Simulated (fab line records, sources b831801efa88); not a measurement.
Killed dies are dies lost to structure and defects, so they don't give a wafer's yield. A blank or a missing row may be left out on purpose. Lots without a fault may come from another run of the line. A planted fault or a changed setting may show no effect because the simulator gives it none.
fab line records | flow sky130
record lots=24 wafers=72 last_day=51
route steps=708 shown LI_CONTACT@375 CONTACT@407 VIA1@481 METAL2@503 METAL3@536
lots that met no fault: from a run of the same line without faults
start_h: hours from the record's first day to the start of the lot's first wafer shown | wait_h: hours since the lot's step before | " the same as in the row above | L1.1+2: a row that stands for several wafers | - no value, or no start given | * or withheld: withheld | < > ~ a bound
route shown NAME@n: a module of which the file shows steps, and the number in the route of the first | usual: mean/standard deviation of fault-free wafers | same: alike in all rows | chamber/n: place in a boat | sites: the reading at each site | _std_site: their standard deviation | _edge_site: outer sites' mean less inner sites' | radius_mm: how far each site lies from the wafer's centre | mask NAME#n: copy n | behind: the tool/chamber that last shaped the wafer | hold: why the lot was held/for how many hours/how that ended | device: the transistor (n, p or np) that didn't switch | end of line: the same wafers' tests at the end of the route | a step without rows: its recipe alone | killed: dies lost to structure and defects at the first sort, not the wafer's yield | map: a wafer's dies, x killed, . not, _ none there
set.NAME: the setting as run; set.NAME@STEP: as run at that earlier step | model.NAME: the simulator's own value behind a step, which no gauge read
steps of the route over a sample of lots; a table a step, a row a wafer
services: from which hour (start_h, from the record's first day; less than 0 if before it) a tool's chamber was out of use, for how many hours, and why
## steps
# step SKY_LI_CONTACT_OVL_MEAS_13
# usual LI_CONTACT_OVL=4/5.9
# columns lot.wafer tool chamber start_h wait_h LI_CONTACT_OVL[nm]
L074.2 overlay-02 - 667.35 0.1 15
L074.3 " - " " 1
L074.6 " - " " 9
L075.4 overlay-02 - 686.30 0.1 5
L075.5 " - " " 8
L075.6 " - " " 6
L076.1 overlay-01 - 688.90 0.1 -3
L076.2 " - " " 13
L076.5 " - " " 3
L077.4 overlay-02 - 702.72 0.1 7
L077.5 " - " " -4
L077.6 " - " " 6
L078.3 overlay-02 - 734.71 0.1 2
L078.4 " - " " 11
L078.6 " - " " 8
L079.4 overlay-01 - 735.97 0.1 1
L079.5 " - " " 6
L079.6 " - " " 4
L080.1 overlay-02 - 736.08 0.1 3
L080.4 " - " " -1
L080.5 " - " " 7
L081.3 overlay-01 - 736.75 0.1 6
L081.5 " - " " 8
L081.6 " - " " 15
L082.3 overlay-02 - 742.85 0.1 10
L082.5 " - " " 7
L082.6 " - " " 2
L083.1 overlay-01 - 752.35 0.1 4
L083.3 " - " " 7
L083.5 " - " " 6
L084.1 overlay-02 - 765.45 0.1 6
L084.3 " - " " 4
L084.5 " - " " 1
L086.1 overlay-01 - 771.65 0.1 10
L086.3 " - " " 11
L086.6 " - " " 6
L085.1 overlay-02 - 776.65 0.1 0
L085.2 " - " " 10
L085.4 " - " " 7
L087.2 overlay-02 - 785.54 0.1 0
L087.4 " - " " 4
L087.6 " - " " 6
L088.2 overlay-01 - 785.89 0.1 13
L088.3 " - " " 8
L088.6 " - " " 2
L089.2 overlay-01 - 806.66 0.1 0
L089.5 " - " " -11
L089.6 " - " " 3
L090.2 overlay-02 - 814.35 0.1 12
L090.3 " - " " -3
L090.4 " - " " 7
L091.2 overlay-02 - 820.29 0.1 0
L091.3 " - " " -8
L091.5 " - " " -8
L092.2 overlay-01 - 825.85 0.1 -4
L092.4 " - " " -6
L092.5 " - " " 4
L093.2 overlay-02 - 826.80 0.1 9
L093.3 " - " " 2
L093.6 " - " " -1
L094.1 overlay-02 - 833.55 0.1 5
L094.2 " - " " 12
L094.3 " - " " 5
L095.1 overlay-02 - 840.85 0.1 14
L095.5 " - " " 10
L095.6 " - " " -1
L097.1 overlay-02 - 867.50 0.1 0
L097.4 " - " " -1
L097.5 " - " " 0
L096.1 overlay-01 - 896.88 0.1 7
L096.2 " - " " -6
L096.6 " - " " 0
# step SKY_CONTACT_THK_MEAS_01
# recipe reads=Si3N4_of_CONTACT_CVD_00
# usual CONTACT_CVD_00_THK=75.0/0.85
# columns lot.wafer tool chamber start_h wait_h CONTACT_CVD_00_THK[nm]
L074.2 film_metro-02 - 698.04 - 75.1
L074.3 " - " " 74.0
L074.6 " - " " 75.1
L075.4 film_metro-02 - 717.00 - 76.3
L075.5 " - " " 75.7
L075.6 " - " " 76.0
L076.1 film_metro-04 - 719.73 - 74.5
L076.2 " - " " 74.7
L076.5 " - " " 74.9
L077.4 film_metro-02 - 733.27 - 75.7
L077.5 " - " " 76.1
L077.6 " - " " 76.0
L078.3 film_metro-04 - 764.46 - 75.1
L078.4 " - " " 75.1
L078.6 " - " " 75.2
L079.4 film_metro-04 - 765.06 - 76.2
L079.5 " - " " 75.4
L079.6 " - " " 75.6
L080.1 film_metro-04 - 765.38 - 74.3
L080.4 " - " " 75.0
L080.5 " - " " 75.2
L081.3 film_metro-02 - 766.46 - 73.7
L081.5 " - " " 74.9
L081.6 " - " " 74.3
L082.3 film_metro-04 - 772.24 - 73.4
L082.5 " - " " 75.3
L082.6 " - " " 75.4
L083.1 film_metro-02 - 781.23 - 74.3
L083.3 " - " " 75.0
L083.5 " - " " 75.8
L084.1 film_metro-03 - 793.74 - 75.3
L084.3 " - " " 77.2
L084.5 " - " " 76.9
L086.1 film_metro-03 - 801.80 - 73.9
L086.3 " - " " 73.7
L086.6 " - " " 75.5
L085.1 film_metro-03 - 805.98 - 74.8
L085.2 " - " " 74.9
L085.4 " - " " 75.5
L087.2 film_metro-02 - 814.68 - 73.7
L087.4 " - " " 74.4
L087.6 " - " " 74.2
L088.2 film_metro-03 - 815.36 - 75.0
L088.3 " - " " 73.8
L088.6 " - " " 76.0
L089.2 film_metro-02 - 835.17 - 74.0
L089.5 " - " " 75.2
L089.6 " - " " 74.5
L090.2 film_metro-03 - 842.62 - 74.9
L090.3 " - " " 74.1
L090.4 " - " " 76.8
L091.2 film_metro-03 - 848.02 - 75.1
L091.3 " - " " 74.2
L091.5 " - " " 75.6
L092.2 film_metro-03 - 853.79 - 74.7
L092.4 " - " " 75.7
L092.5 " - " " 75.1
L093.2 film_metro-04 - 854.34 - 74.7
L093.3 " - " " 75.4
L093.6 " - " " 75.4
L094.1 film_metro-03 - 861.70 - 74.9
L094.2 " - " " 73.5
L094.3 " - " " 74.1
L095.1 film_metro-03 - 868.41 - 73.6
L095.5 " - " " 74.3
L095.6 " - " " 74.8
L097.1 film_metro-02 - 895.89 - 75.2
L097.4 " - " " 76.2
L097.5 " - " " 75.8
L096.1 film_metro-02 - 924.03 - 74.2
L096.2 " - " " 74.0
L096.6 " - " " 75.2
# step SKY_CONTACT_CMP_04
# recipe material=SiO2 down_force_psi=4 platen_rpm=60 pad_velocity_m_s=0.94248
# usual head_pressure_psi=4.000/0.0083 motor_current_A=13.0/1.1 time_to_endpoint_s=82/3.7
# columns lot.wafer tool chamber start_h wait_h head_pressure_psi motor_current_A time_to_endpoint_s
L074.2 cmp-01 3 698.27 0.1 3.987 12.4 82
L074.3 " 1 " " 3.991 12.5 78
L074.6 " 2 " " 4.016 13.9 81
L075.4 cmp-01 0 717.21 0.1 3.993 15.0 77
L075.6 " 3 " " 3.992 13.5 84
L075.5 " 0 " " 4.005 15.6 84
L076.1 cmp-01 2 719.97 0.1 4.002 13.3 83
L076.2 " 3 " " 3.999 13.5 82
L076.5 " 1 " " 4.001 13.1 82
L077.4 cmp-02 1 733.56 0.1 3.989 11.2 76
L077.6 " 3 " " 4.006 13.1 83
L077.5 " 0 " " 3.989 13.2 78
L078.3 cmp-01 3 764.73 0.1 3.995 13.0 77
L078.4 " 0 " " 3.992 15.2 77
L078.6 " 1 " " 4.022 12.5 81
L079.4 cmp-02 3 765.22 0.0 4.009 13.3 88
L079.5 " 3 " " 4.016 13.7 90
L079.6 " 0 " " 4.004 13.1 87
L080.4 cmp-01 1 765.67 0.1 4.003 13.2 81
L080.1 " 2 " " 3.980 13.6 78
L080.5 " 0 " " 3.998 14.6 81
L081.3 cmp-01 0 766.63 0.0 3.991 14.8 78
L081.5 " 0 " " 4.001 15.1 76
L081.6 " 1 " " 4.012 13.2 79
L082.3 cmp-01 3 772.51 0.1 3.993 12.6 82
L082.5 " 1 " " 4.013 12.3 80
L082.6 " 2 " " 4.009 13.4 76
L083.1 cmp-02 3 781.47 0.1 3.998 13.3 84
L083.3 " 1 " " 4.005 11.2 82
L083.5 " 3 " " 3.991 13.8 86
L084.1 cmp-01 3 793.93 0.1 4.016 12.7 84
L084.3 " 2 " " 3.996 13.3 79
L084.5 " 3 " " 4.000 12.8 79
L086.3 cmp-02 0 802.09 0.1 3.986 13.0 84
L086.1 " 1 " " 4.000 11.0 85
L086.6 " 3 " " 4.004 13.2 86
L085.4 cmp-01 1 806.17 0.0 4.010 12.7 79
L085.1 " 2 " " 4.005 12.9 84
L085.2 " 3 " " 4.002 12.7 78
L087.4 cmp-02 2 814.95 0.1 4.001 12.0 82
L087.2 " 3 " " 3.996 13.6 82
L087.6 " 1 " " 3.999 11.5 78
L088.2 cmp-02 3 815.59 0.1 3.984 13.1 80
L088.3 " 0 " " 4.005 13.7 77
L088.6 " 3 " " 3.991 13.3 82
L089.2 cmp-02 1 835.35 0.0 3.998 11.3 81
L089.6 " 1 " " 4.001 11.2 79
L089.5 " 2 " " 4.000 12.2 84
L090.2 cmp-02 1 842.85 0.1 4.006 10.8 81
L090.3 " 2 " " 4.007 12.3 88
L090.4 " 3 " " 3.994 13.2 89
L091.2 cmp-02 3 848.30 0.1 3.989 13.2 83
L091.3 " 0 " " 3.986 13.5 79
L091.5 " 1 " " 4.020 10.7 79
L092.4 cmp-02 1 854.02 0.1 4.003 11.5 80
L092.2 " 2 " " 3.998 13.3 79
L092.5 " 1 " " 4.003 10.9 80
L093.3 cmp-01 2 854.57 0.1 3.994 13.7 79
L093.2 " 0 " " 4.005 14.9 76
L093.6 " 2 " " 4.002 12.6 81
L094.1 cmp-02 0 861.89 0.1 4.007 13.1 88
L094.3 " 2 " " 4.004 11.8 87
L094.2 " 3 " " 3.996 13.8 83
L095.1 cmp-02 0 868.75 0.2 4.004 13.3 90
L095.5 " 1 " " 3.997 11.9 86
L095.6 " 2 " " 3.988 11.9 85
L097.1 cmp-01 3 896.08 0.1 4.013 13.5 85
L097.4 " 0 " " 3.995 15.6 89
L097.5 " 3 " " 3.995 13.0 89
L096.2 cmp-01 2 924.21 0.0 3.988 12.8 82
L096.1 " 1 " " 3.994 13.0 81
L096.6 " 3 " " 4.009 13.3 87
# step SKY_VIA1_THK_MEAS_23
# recipe thk_meas_gauge=xrf reads=W_of_VIA1_CVD_21
# usual VIA1_W_THK=271/3.7
# columns lot.wafer tool chamber start_h wait_h VIA1_W_THK[nm]
L074.2 film_metro-02 - 785.30 0.1 268
L074.3 " - " " 266
L074.6 " - " " 269
L075.4 film_metro-04 - 803.69 0.1 270
L075.5 " - " " 270
L075.6 " - " " 267
L076.1 film_metro-02 - 804.31 0.1 278
L076.2 " - " " 272
L076.5 " - " " 275
L077.4 film_metro-02 - 818.48 0.1 272
L077.5 " - " " 274
L077.6 " - " " 273
L078.3 film_metro-01 - 848.19 0.1 273
L078.4 " - " " 268
L078.6 " - " " 271
L079.4 film_metro-02 - 848.37 0.1 275
L079.5 " - " " 272
L079.6 " - " " 271
L080.1 film_metro-04 - 849.12 0.1 265
L080.4 " - " " 268
L080.5 " - " " 266
L081.3 film_metro-04 - 851.07 0.1 267
L081.5 " - " " 266
L081.6 " - " " 269
L082.3 film_metro-01 - 855.90 0.1 276
L082.5 " - " " 277
L082.6 " - " " 276
L083.1 film_metro-01 - 864.52 0.1 273
L083.3 " - " " 273
L083.5 " - " " 271
L084.1 film_metro-02 - 876.86 0.1 275
L084.3 " - " " 271
L084.5 " - " " 267
L086.1 film_metro-02 - 885.97 0.1 270
L086.3 " - " " 269
L086.6 " - " " 267
L085.1 film_metro-01 - 888.90 0.1 272
L085.2 " - " " 279
L085.4 " - " " 276
L087.2 film_metro-04 - 897.53 0.1 270
L087.4 " - " " 268
L087.6 " - " " 271
L088.2 film_metro-01 - 899.11 0.1 270
L088.3 " - " " 273
L088.6 " - " " 274
L089.2 film_metro-04 - 917.41 0.1 268
L089.5 " - " " 264
L089.6 " - " " 269
L090.2 film_metro-01 - 925.04 0.1 267
L090.3 " - " " 270
L090.4 " - " " 268
L091.2 film_metro-04 - 928.88 0.1 269
L091.3 " - " " 272
L091.5 " - " " 267
L092.2 film_metro-01 - 933.01 0.1 272
L092.4 " - " " 273
L092.5 " - " " 273
L093.2 film_metro-02 - 935.37 0.1 276
L093.3 " - " " 273
L093.6 " - " " 275
L094.1 film_metro-04 - 943.80 0.1 269
L094.2 " - " " 265
L094.3 " - " " 267
L095.1 film_metro-04 - 950.05 0.1 269
L095.5 " - " " 268
L095.6 " - " " 269
L097.1 film_metro-01 - 974.80 0.1 274
L097.4 " - " " 275
L097.5 " - " " 275
L096.1 film_metro-02 - 1001.09 0.1 271
L096.2 " - " " 269
L096.6 " - " " 272
# step SKY_METAL2_STRIP_20
# recipe chemistry=O2/N2 power_w=1400 pressure_mtorr=1500 platen_temp_c=withheld o2_flow_sccm=3000 n2_flow_sccm=300 overash_fraction=0.5
# usual drypump_motor_current_A=6.0/0.34 o2_flow_sccm=3000/8.8 oes_product_au=0.341/0.0046 strip_time_to_endpoint_s=2.66/0.037
# columns lot.wafer tool chamber start_h wait_h drypump_motor_current_A o2_flow_sccm oes_product_au rf_hours_counter_h strip_time_to_endpoint_s
L074.2 plasma_asher-02 0 813.07 0.1 6.1 2990 0.347 100 2.66
L074.3 " 0 " " 6.1 2999 0.339 - 2.66
L074.6 " 1 " " 6.2 3008 0.339 - 2.61
L075.4 plasma_asher-01 0 830.99 0.1 6.3 2992 0.337 - 2.63
L075.5 " 1 " " 5.6 2992 0.341 - 2.68
L075.6 " 0 " " 6.3 2993 0.336 - 2.67
L076.1 plasma_asher-01 0 832.72 0.1 6.3 2997 0.341 40 2.65
L076.2 " 1 " " 5.6 2994 0.338 40 2.64
L076.5 " 0 " " 6.3 2997 0.336 - 2.68
L077.4 plasma_asher-02 0 845.74 0.1 6.1 3019 0.342 - 2.67
L077.5 " 0 " " 6.1 3003 0.339 - 2.71
L077.6 " 1 " " 6.2 2996 0.344 - 2.71
L078.3 plasma_asher-03 0 874.89 0.1 5.4 3013 0.341 - 2.71
L078.4 " 1 " " 6.4 3010 0.348 - 2.65
L078.6 " 1 " " 6.4 2996 0.346 - 2.72
L079.4 plasma_asher-02 1 875.24 0.1 6.2 3005 0.341 - 2.72
L079.5 " 1 " " 6.2 3008 0.349 - 2.69
L079.6 " 0 " " 6.1 3001 0.329 - 2.66
L080.1 plasma_asher-01 0 875.57 0.1 6.3 2998 0.350 45 2.62
L080.4 " 0 " " 6.3 3001 0.343 - 2.65
L080.5 " 1 " " 5.6 2999 0.334 - 2.62
L081.3 plasma_asher-02 0 877.69 0.1 6.0 3002 0.337 - 2.67
L081.5 " 1 " " 6.2 2995 0.345 - 2.63
L081.6 " 0 " " 6.0 2979 0.342 - 2.66
L082.3 plasma_asher-02 1 882.55 0.1 6.3 2990 0.342 - 2.66
L082.5 " 1 " " 6.2 3001 0.337 - 2.68
L082.6 " 0 " " 6.1 2992 0.341 - 2.65
L083.1 plasma_asher-02 1 891.77 0.1 6.3 2992 0.331 108 2.64
L083.3 " 0 " " 6.1 2992 0.334 - 2.63
L083.5 " 1 " " 6.3 2981 0.339 - 2.63
L084.1 plasma_asher-01 1 904.02 0.1 5.6 2997 0.339 48 2.60
L084.3 " 0 " " 6.3 3012 0.348 - 2.66
L084.5 " 0 " " 6.3 3014 0.344 - 2.65
L086.1 plasma_asher-03 1 912.77 0.1 6.5 3017 0.338 15 2.67
L086.3 " 1 " " 6.4 3024 0.339 - 2.68
L086.6 " 1 " " 6.4 3023 0.344 - 2.66
L085.1 plasma_asher-01 1 915.47 0.1 5.6 3002 0.349 49 2.73
L085.2 " 0 " " 6.3 3000 0.338 49 2.69
L085.4 " 1 " " 5.6 2998 0.332 - 2.67
L087.2 plasma_asher-03 0 923.17 0.1 5.4 2987 0.338 16 2.58
L087.4 " 0 " " 5.4 2987 0.341 - 2.60
L087.6 " 1 " " 6.4 3012 0.347 - 2.61
L088.2 plasma_asher-03 1 924.56 0.1 6.5 2983 0.345 17 2.72
L088.3 " 1 " " 6.4 2980 0.351 - 2.76
L088.6 " 0 " " 5.5 2999 0.342 - 2.70
L089.2 plasma_asher-02 0 943.72 0.1 6.1 3004 0.344 114 2.73
L089.5 " 1 " " 6.2 3000 0.341 - 2.72
L089.6 " 0 " " 6.1 3013 0.346 - 2.71
L090.2 plasma_asher-03 1 950.52 0.1 6.4 3001 0.343 19 2.72
L090.3 " 0 " " 5.4 2994 0.339 - 2.68
L090.4 " 1 " " 6.4 2997 0.342 - 2.74
L091.2 plasma_asher-02 1 954.21 0.1 6.2 2996 0.338 115 2.65
L091.3 " 0 " " 6.1 2991 0.334 - 2.64
L091.5 " 0 " " 6.1 3000 0.332 - 2.64
L092.2 plasma_asher-01 0 958.72 0.1 6.2 3003 0.332 52 2.62
L092.4 " 1 " " 5.6 2994 0.340 - 2.67
L092.5 " 0 " " 6.3 3005 0.337 - 2.64
L093.2 plasma_asher-01 0 960.22 0.1 6.3 3001 0.336 52 2.66
L093.3 " 0 " " 6.3 3011 0.348 - 2.68
L093.6 " 0 " " 6.3 2994 0.346 - 2.62
L094.1 plasma_asher-03 0 968.37 0.1 5.4 3011 0.343 21 2.64
L094.2 " 1 " " 6.4 2997 0.340 21 2.64
L094.3 " 0 " " 5.5 3001 0.337 - 2.65
L095.1 plasma_asher-01 1 975.42 0.1 5.6 3006 0.340 53 2.61
L095.5 " 0 " " 6.3 2994 0.345 - 2.66
L095.6 " 1 " " 5.6 3001 0.335 - 2.61
L097.1 plasma_asher-01 0 999.06 0.1 6.3 2997 0.338 56 2.65
L097.4 " 0 " " 6.3 2997 0.339 - 2.63
L097.5 " 1 " " 5.6 3005 0.343 - 2.64
L096.1 plasma_asher-02 0 1025.17 0.1 6.1 3004 0.339 121 2.72
L096.2 " 1 " " 6.2 2996 0.344 121 2.66
L096.6 " 1 " " 6.2 3005 0.340 - 2.63
# step SKY_METAL3_SPUTTER_04
# recipe material=TiN target_thk_nm=70 power_w=6500 time_s=58.3 chamber_pressure_pa=0.4
# usual throttle_valve_pct=30.4/0.98
# same time_s=58.3
# columns lot.wafer tool chamber start_h wait_h throttle_valve_pct
L074.2 pvd_sputter-04 - 841.84 0.0 28.9
L074.3 " - " " 29.5
L074.6 " - " " 30.5
L075.4 pvd_sputter-03 - 859.97 0.0 33.0
L075.5 " - " " 31.2
L075.6 " - " " 31.0
L076.1 pvd_sputter-04 - 861.01 0.0 31.1
L076.2 " - " " 30.9
L076.5 " - " " 30.5
L077.4 pvd_sputter-01 - 874.85 0.0 30.3
L077.5 " - " " 29.7
L077.6 " - " " 30.0
L078.3 pvd_sputter-04 - 904.01 0.0 29.4
L078.4 " - " " 30.5
L078.6 " - " " 30.6
L079.4 pvd_sputter-03 - 904.61 0.0 29.5
L079.5 " - " " 29.4
L079.6 " - " " 33.1
L080.1 pvd_sputter-04 - 904.91 0.0 29.3
L080.4 " - " " 29.7
L080.5 " - " " 29.1
L081.3 pvd_sputter-04 - 906.57 0.0 30.9
L081.5 " - " " 31.3
L081.6 " - " " 29.4
L082.3 pvd_sputter-03 - 911.15 0.0 32.9
L082.5 " - " " 29.8
L082.6 " - " " 33.0
L083.1 pvd_sputter-01 - 920.09 0.0 30.3
L083.3 " - " " 29.8
L083.5 " - " " 30.2
L084.1 pvd_sputter-03 - 932.38 0.0 31.2
L084.3 " - " " 31.3
L084.5 " - " " 31.4
L086.1 pvd_sputter-01 - 940.92 0.0 30.4
L086.3 " - " " 30.3
L086.6 " - " " 30.3
L085.1 pvd_sputter-04 - 942.65 0.0 29.8
L085.2 " - " " 29.2
L085.4 " - " " 30.8
L087.2 pvd_sputter-04 - 951.41 0.0 29.3
L087.4 " - " " 29.3
L087.6 " - " " 30.5
L088.2 pvd_sputter-01 - 952.10 0.0 30.3
L088.3 " - " " 29.6
L088.6 " - " " 30.4
L089.2 pvd_sputter-04 - 971.43 0.0 29.4
L089.5 " - " " 30.6
L089.6 " - " " 31.1
L090.2 pvd_sputter-03 - 977.41 0.0 32.9
L090.3 " - " " 29.4
L090.4 " - " " 30.6
L091.2 pvd_sputter-03 - 982.68 0.0 31.0
L091.3 " - " " 32.8
L091.5 " - " " 31.0
L092.2 pvd_sputter-01 - 985.83 0.0 30.4
L092.4 " - " " 29.3
L092.5 " - " " 30.4
L093.2 pvd_sputter-04 - 987.68 0.0 29.4
L093.3 " - " " 31.0
L093.6 " - " " 29.2
L094.1 pvd_sputter-04 - 995.03 0.0 30.9
L094.2 " - " " 29.2
L094.3 " - " " 29.0
L095.1 pvd_sputter-01 - 1000.92 0.0 29.5
L095.5 " - " " 29.9
L095.6 " - " " 29.5
L097.1 pvd_sputter-04 - 1024.69 0.0 31.1
L097.4 " - " " 29.5
L097.5 " - " " 31.2
L096.1 pvd_sputter-01 - 1050.40 0.0 30.2
L096.2 " - " " 29.5
L096.6 " - " " 30.0
## services
# columns tool chamber start_h hours kind
cmp-01 - 677.99 2.2 repair
pvd_sputter-04 - 683.31 1.7 repair
cmp-02 - 692.23 0.9 repair
cmp-01 - 703.26 1.1 repair
cmp-01 - 744.30 4.0 pm
pvd_sputter-04 - 758.18 18.6 repair
plasma_asher-02 - 790.70 1.5 repair
pvd_sputter-04 - 861.83 0.6 repair
plasma_asher-02 - 872.38 2.8 repair
pvd_sputter-04 - 890.03 5.5 repair
cmp-02 - 902.27 3.6 repair
cmp-02 - 912.29 4.0 pm
pvd_sputter-04 - 916.67 18.9 repair
plasma_asher-01 - 920.76 10.1 pm
cmp-01 - 924.51 4.7 pm
cmp-02 - 944.16 17.6 pm
plasma_asher-01 - 960.72 0.6 repair
cmp-01 - 965.00 1.7 repair
plasma_asher-02 - 965.61 9.3 repair
plasma_asher-01 - 968.31 3.0 repair
pvd_sputter-04 - 977.28 4.2 repair
pvd_sputter-04 - 983.30 3.3 repair
cmp-02 - 1000.52 4.5 pm
cmp-01 - 1008.52 0.7 repair
## key
fault none
